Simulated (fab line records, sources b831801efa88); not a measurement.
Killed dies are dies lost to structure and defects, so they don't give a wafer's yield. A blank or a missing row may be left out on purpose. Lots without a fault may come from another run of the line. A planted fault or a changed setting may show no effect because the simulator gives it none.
Which tool did it? | flow gf180mcu | 12 lots, 36 wafers sampled, at 3 steps of a route of 602

WHAT THE GAUGES READ, wafer by wafer
GF_SALICIDE_THK_MEAS_05: measures by xrf. Usual: SALICIDE_TIN_THK 19.8 nm, standard deviation 0.37.
lot  | measured     | on            | SALICIDE_TIN_THK (nm) | flag
L735 | day 14 23:16 | film_metro-02 | 20.1 19.9 20.1        |
L736 | day 15 18:48 | film_metro-04 | 19.7 20.2 20.0        |
L738 | day 16 01:12 | film_metro-02 | 19.2 20.2 20.0        |
L739 | day 16 19:22 | film_metro-03 | 19.4 19.7 19.7        |
L741 | day 17 07:25 | film_metro-04 | 19.6 19.5 19.9        |
L743 | day 18 02:54 | film_metro-03 | 20.0 19.6 20.1        |
L744 | day 18 14:06 | film_metro-03 | 20.2 19.7 20.0        |
L745 | day 18 20:05 | film_metro-04 | 20.4 20.0 20.4        |
L746 | day 19 05:41 | film_metro-04 | 19.0 19.6 19.1        |
L756 | day 22 13:43 | film_metro-04 | 18.2 18.3 18.1        | OFF
L757 | day 22 21:20 | film_metro-02 | 19.4 20.0 19.4        |
L758 | day 23 05:52 | film_metro-04 | 17.8 18.2 17.6        | OFF

WHICH TOOL RAN EACH LOT (tool, then ch and the chambers of the sampled wafers, then the start)
lot  | GF_HV_LDD_STRIP_22                   | GF_SALICIDE_SPUTTER_03
L735 | plasma_asher-03 ch 0,1, day 10 13:19 | pvd_sputter-01, day 14 23:07
L736 | plasma_asher-01 ch 0,1, day 11 07:16 | pvd_sputter-03, day 15 18:40
L738 | plasma_asher-03 ch 0,1, day 11 13:44 | pvd_sputter-01, day 16 01:02
L739 | plasma_asher-02 ch 0,1, day 12 04:31 | pvd_sputter-01, day 16 19:13
L741 | plasma_asher-01 ch 0,1, day 12 15:59 | pvd_sputter-02, day 17 07:16
L743 | plasma_asher-02 ch 0,1, day 13 08:32 | pvd_sputter-03, day 18 02:46
L744 | plasma_asher-02 ch 0,1, day 13 17:55 | pvd_sputter-03, day 18 13:58
L745 | plasma_asher-01 ch 0,1, day 13 22:46 | pvd_sputter-03, day 18 19:56
L746 | plasma_asher-03 ch 0,1, day 14 08:11 | pvd_sputter-02, day 19 05:31
L756 | plasma_asher-03 ch 0,1, day 17 08:56 | pvd_sputter-01, day 22 13:34
L757 | plasma_asher-02 ch 0,1, day 17 17:20 | pvd_sputter-02, day 22 21:11
L758 | plasma_asher-02 ch 0,1, day 18 01:17 | pvd_sputter-01, day 23 05:43
- GF_HV_LDD_STRIP_22: strips in O2/N2.
- GF_SALICIDE_SPUTTER_03: material TiN, target thk 20 nm, time 16.7 s.

WHAT THE TOOLS THEMSELVES READ (means of the sampled wafers that have a number; where no wafer has one, the mark that the record gives instead)
GF_HV_LDD_STRIP_22. Usual: drypump_motor_current_A 5.5 A, standard deviation 0.33; heater_power_w 328 W, standard deviation 26; oes_product_au 0.716 a.u., standard deviation 0.0045; strip_time_to_endpoint_s 12.63 s, standard deviation 0.036.
lot  | tool            | drypump_motor_current_A (A) | heater_power_w (W) | oes_product_au (a.u.) | strip_time_to_endpoint_s (s) | flag
L735 | plasma_asher-03 | 5.9                         | 357                | 0.714                 | 12.68                        |
L736 | plasma_asher-01 | 5.1                         | 308                | 0.714                 | 12.61                        |
L738 | plasma_asher-03 | 5.9                         | 359                | 0.718                 | 12.68                        |
L739 | plasma_asher-02 | 5.4                         | 312                | 0.717                 | 12.67                        |
L741 | plasma_asher-01 | 5.1                         | 297                | 0.720                 | 12.68                        |
L743 | plasma_asher-02 | 5.5                         | 326                | 0.712                 | 12.63                        |
L744 | plasma_asher-02 | 5.5                         | 324                | 0.717                 | 12.59                        |
L745 | plasma_asher-01 | 5.1                         | 313                | 0.717                 | 12.63                        |
L746 | plasma_asher-03 | 5.9                         | 347                | 0.717                 | 12.61                        |
L756 | plasma_asher-03 | 5.9                         | 347                | 0.718                 | 12.62                        |
L757 | plasma_asher-02 | 5.5                         | 318                | 0.715                 | 12.61                        |
L758 | plasma_asher-02 | 5.5                         | 320                | 0.712                 | 12.63                        |

GF_SALICIDE_SPUTTER_03. Usual: cathode_dc_power_W 6499.9 W, standard deviation 1.2; throttle_valve_pct 29.8 %, standard deviation 0.86.
lot  | tool           | cathode_dc_power_W (W) | throttle_valve_pct (%) | flag
L735 | pvd_sputter-01 | 6499.9                 | 29.4                   |
L736 | pvd_sputter-03 | 6500.0                 | 29.8                   |
L738 | pvd_sputter-01 | 6500.4                 | 28.6                   |
L739 | pvd_sputter-01 | 6499.2                 | 29.1                   |
L741 | pvd_sputter-02 | 6498.7                 | 29.9                   |
L743 | pvd_sputter-03 | 6499.0                 | 30.2                   |
L744 | pvd_sputter-03 | 6501.4                 | 30.4                   |
L745 | pvd_sputter-03 | 6499.7                 | 30.2                   |
L746 | pvd_sputter-02 | 6500.1                 | 30.3                   |
L756 | pvd_sputter-01 | 5844.2                 | 29.4                   | OFF
L757 | pvd_sputter-02 | 6500.7                 | 29.7                   |
L758 | pvd_sputter-01 | 5846.2                 | 29.2                   | OFF

THE ANSWER, worked out from the rows above alone
Rule: a lot is off if the mean of its wafers that have a number lies more than 3 standard deviations from the usual mean. A lot without any number at a reading at which 4 lots or more have one is off too. The other lots that the step has rows for count as sound. The gauges are gone through in route order, then the tools' own readings, and for those a lot's mean is taken as printed above. The first step at which some lot is off is used, and at that step the reading that is off furthest; a lot without a number counts as furthest.
Off: L756, L758, at GF_SALICIDE_THK_MEAS_05 (SALICIDE_TIN_THK).
A tool fits if, at a process step before that reading, it ran every lot that is off, and no sound lot after the first of them. The gauges at GF_SALICIDE_THK_MEAS_05 aren't tried: what is off there is off at GF_SALICIDE_SPUTTER_03 too, on other tools, and a gauge's error can't cause that. One fits: pvd_sputter-01 at GF_SALICIDE_SPUTTER_03. Its last sound lot is L739 (day 16 19:13), its first lot that is off L756 (day 22 13:34): a fault that began between those two fits.
The tool's own readings at GF_SALICIDE_SPUTTER_03 bear it out: on the lots that are off they differ by more than 5 times the standard deviation of the sound lots' means. cathode_dc_power_W reads 5845.2 W there against 6499.9 W on the sound lots.

WHAT THE SIMULATOR HAD PUT IN
Process parameter drift: pvd_sputter-01, from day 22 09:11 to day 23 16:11, at GF_SALICIDE_SPUTTER_03. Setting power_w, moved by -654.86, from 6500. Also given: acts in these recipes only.
Lots struck among those shown: L756, L758. The rule above found the same.
